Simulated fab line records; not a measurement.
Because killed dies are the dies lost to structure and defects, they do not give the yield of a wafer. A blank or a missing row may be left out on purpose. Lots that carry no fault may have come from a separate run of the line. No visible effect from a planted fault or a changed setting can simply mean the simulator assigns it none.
The tool behind it: which one? + flow gf180mcu + 13 lots with 39 wafers sampled at 4 steps, on a route of 602 steps

== WHAT EACH GAUGE READ, for each wafer ==
GF_M1_OVL_MEAS_15.
| lot  | measured     | on         | M1_OVL (nm) |
|------|--------------|------------|-------------|
| L851 | day 18 01:47 | overlay-02 | 2 2 9       |
| L853 | day 18 18:34 | overlay-02 | -5 0 4      |
| L855 | day 19 12:34 | overlay-02 | 5 4 5       |
| L856 | day 19 21:24 | overlay-02 | 4 6 7       |
| L859 | day 20 23:53 | overlay-02 | -5 -4 -6    |
| L865 | day 23 00:12 | overlay-02 | 1 2 0       |
| L866 | day 23 10:56 | overlay-01 | 2 3 7       |
| L867 | day 23 15:26 | overlay-02 | -1 6 2      |
| L868 | day 24 06:33 | overlay-02 | -1 -2 5     |
| L869 | day 24 09:38 | overlay-02 | 6 0 2       |
| L870 | day 24 15:19 | overlay-02 | 8 2 3       |
| L871 | day 25 01:38 | overlay-01 | 5 8 14      |
| L872 | day 25 07:40 | overlay-01 | 11 23 16    |

GF_V1_OVL_MEAS_15.
| lot  | measured     | on         | V1_OVL (nm) |
|------|--------------|------------|-------------|
| L851 | day 19 03:23 | overlay-02 | 10 6 6      |
| L853 | day 19 20:47 | overlay-02 | 3 -6 -3     |
| L855 | day 20 14:08 | overlay-01 | 7 9 8       |
| L856 | day 20 23:44 | overlay-02 | 8 13 10     |
| L859 | day 22 01:38 | overlay-01 | 6 1 3       |
| L865 | day 23 23:54 | overlay-02 | 4 8 -4      |
| L866 | day 24 11:05 | overlay-01 | 2 6 -5      |
| L867 | day 24 14:53 | overlay-01 | -6 -4 -3    |
| L868 | day 25 06:38 | overlay-01 | -8 -1 -2    |
| L869 | day 25 09:14 | overlay-02 | 2 -8 -2     |
| L870 | day 25 15:08 | overlay-01 | -15 -15 -4  |
| L871 | day 26 00:17 | overlay-01 | -5 -5 -1    |
| L872 | day 26 06:18 | overlay-01 | -14 -14 -3  |

GF_V1_RS_MEAS_24: a four-point-probe measurement.
| lot  | measured     | on            | V1_W_RS (ohm/sq)                          |
|------|--------------|---------------|-------------------------------------------|
| L851 | day 19 04:25 | film-metro-02 | 0.335 0.338 0.324                         |
| L853 | day 19 21:49 | film-metro-03 | 0.340 0.328 0.336                         |
| L855 | day 20 15:28 | film-metro-03 | 43.830 43.960 44.386 43.838 43.917 44.253 |
| L856 | day 21 00:38 | film-metro-02 | 43.894 44.274 44.137 43.835 44.268 44.173 |
| L859 | day 22 02:32 | film-metro-02 | 0.321 0.323 0.325                         |
| L865 | day 24 00:52 | film-metro-02 | 0.325 0.327 0.328                         |
| L866 | day 24 12:01 | film-metro-03 | 0.330 0.330 0.329                         |
| L867 | day 24 15:47 | film-metro-02 | 0.332 0.337 0.323                         |
| L868 | day 25 07:35 | film-metro-04 | 0.319 0.333 0.320                         |
| L869 | day 25 10:10 | film-metro-02 | 0.321 0.321 0.332                         |
| L870 | day 25 16:05 | film-metro-02 | 0.327 0.328 0.326                         |
| L871 | day 26 01:13 | film-metro-04 | 0.321 0.321 0.328                         |
| L872 | day 26 07:14 | film-metro-03 | 0.324 0.336 0.328                         |

== TOOL THAT RAN EACH LOT (tool first, then ch and the chambers of the sampled wafers, then the start) ==
| lot  | GF_V1_CVD_23                  |
|------|-------------------------------|
| L851 | cvd-w-02 ch 0,1, day 19 04:17 |
| L853 | cvd-w-02 ch 0,1, day 19 21:40 |
| L855 | cvd-w-01 ch 0,1, day 20 15:20 |
| L856 | cvd-w-02 ch 1, day 21 00:32   |
| L859 | cvd-w-01 ch 0,1, day 22 02:26 |
| L865 | cvd-w-01 ch 0,1, day 24 00:43 |
| L866 | cvd-w-01 ch 0,1, day 24 11:53 |
| L867 | cvd-w-02 ch 0,1, day 24 15:41 |
| L868 | cvd-w-02 ch 0,1, day 25 07:28 |
| L869 | cvd-w-02 ch 0,1, day 25 10:02 |
| L870 | cvd-w-01 ch 0,1, day 25 15:58 |
| L871 | cvd-w-02 ch 0,1, day 26 01:07 |
| L872 | cvd-w-02 ch 0,1, day 26 07:08 |
- GF_V1_CVD_23: deposits W, target thk 350 nm, time 105.05 s.

== AS READ BY THE TOOLS THEMSELVES (means over the sampled wafers that have a number; for cases with no such wafer, the mark the record gives instead) ==
GF_V1_CVD_23.
| lot  | tool     | chamber-pressure-Torr (Torr) | heater-power-outer-w (W) | heater-power-w (W) |
|------|----------|------------------------------|--------------------------|--------------------|
| L851 | cvd-w-02 | 40.03                        | 476                      | 782                |
| L853 | cvd-w-02 | 40.04                        | 471                      | 776                |
| L855 | cvd-w-01 | -                            | -                        | -                  |
| L856 | cvd-w-02 | -                            | -                        | -                  |
| L859 | cvd-w-01 | 40.04                        | 561                      | 922                |
| L865 | cvd-w-01 | 40.00                        | 562                      | 926                |
| L866 | cvd-w-01 | 39.97                        | 530                      | 893                |
| L867 | cvd-w-02 | 39.97                        | 468                      | 790                |
| L868 | cvd-w-02 | 40.02                        | 469                      | 803                |
| L869 | cvd-w-02 | 39.96                        | 476                      | 775                |
| L870 | cvd-w-01 | 40.09                        | 536                      | 887                |
| L871 | cvd-w-02 | 40.03                        | 486                      | 793                |
| L872 | cvd-w-02 | 40.06                        | 480                      | 786                |

== THE ANSWER, worked out from the rows above alone ==
Rule: usual is defined by the lots themselves. The widest of any qualifying gaps counts: lots, ordered by their means at a reading, are off when they make up no more than a third of the lots, leave a main group of 4 or more, and stand apart from it by 3 or more times the standard deviation of that group's means. A main group is skipped when, at the precision printed for the reading in the tables above, its means are all equal. Also off: a lot with no number at a reading for which 4 or more lots have one. The other lots that the step has rows for count as sound. The gauges are gone through in route order, then the tools' own readings, and for those a lot's mean is taken as printed above. At the first step where some lot is off, the reading lying furthest off is the one used; lots without a number count as furthest.
Off: L855, L856, seen at GF_V1_RS_MEAS_24 (V1_W_RS). The main group: mean 0.328 ohm/sq, standard deviation 0.0037.
If a tool, at a process step before that reading, ran all the lots that are off and no sound lot after the first of them, it fits. The gauges at GF_V1_RS_MEAS_24 aren't tried: what is off there is off at GF_V1_CVD_23 too, on other tools, and a gauge's error can't cause that. Not one of the candidates tried fits.

== WHAT THE SIMULATOR HAD PUT IN ==
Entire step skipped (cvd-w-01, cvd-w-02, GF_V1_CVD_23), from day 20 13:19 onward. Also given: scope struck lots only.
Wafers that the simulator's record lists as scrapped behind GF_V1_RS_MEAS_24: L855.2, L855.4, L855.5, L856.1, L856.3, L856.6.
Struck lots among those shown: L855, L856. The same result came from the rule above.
